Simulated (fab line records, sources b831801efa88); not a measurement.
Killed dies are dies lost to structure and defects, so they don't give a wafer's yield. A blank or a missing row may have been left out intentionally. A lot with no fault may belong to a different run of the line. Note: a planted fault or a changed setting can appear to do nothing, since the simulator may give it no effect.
The tool behind it: which one? -- flow sky130 -- at 1 step of a route of 708, 6 lots with 17 wafers sampled

## WHAT THE GAUGES SHOWED, per wafer
SKY_METAL1_RS_MEAS_05: measures by four-point-probe.
lot,measured,on,METAL1_ALCU_RS (ohm/sq)
L866,day 32 00:58,film-metro-01,0.1252 0.1252 0.1266
L868,day 32 16:56,film-metro-03,0.1263 0.1285 0.1280
L870,day 33 07:21,film-metro-01,0.1272 0.1266 0.1280
L876,day 35 14:58,film-metro-03,0.1286 0.1284
L881,day 37 05:04,film-metro-03,0.1290 0.1295 0.1279
L886,day 39 03:29,film-metro-02,0.1279 0.1270 0.1285

## WHAT TOOL EACH LOT RAN ON (gives the tool, then ch and the chambers of the sampled wafers, and finally the start)
The record shows no process step preceding these readings.

## THE ANSWER, worked out from the rows above alone
Rule: what is usual is taken from the lots themselves. Put in order of their means at a reading, lots are off if they are a third of the lots or fewer, leave a main group of 4 or more, and stand apart from it by a gap of 3 or more times the standard deviation of the main group's means; of several such gaps the widest counts. Not used: any main group whose means are identical at the precision the tables above print for the reading. Also off: a lot with no number at a reading for which 4 or more lots have one. All remaining lots with rows at the step are treated as sound.
Across all readings shown, no lot is off: no conclusion can be drawn from this.

## WHAT WAS PUT IN BY THE SIMULATOR
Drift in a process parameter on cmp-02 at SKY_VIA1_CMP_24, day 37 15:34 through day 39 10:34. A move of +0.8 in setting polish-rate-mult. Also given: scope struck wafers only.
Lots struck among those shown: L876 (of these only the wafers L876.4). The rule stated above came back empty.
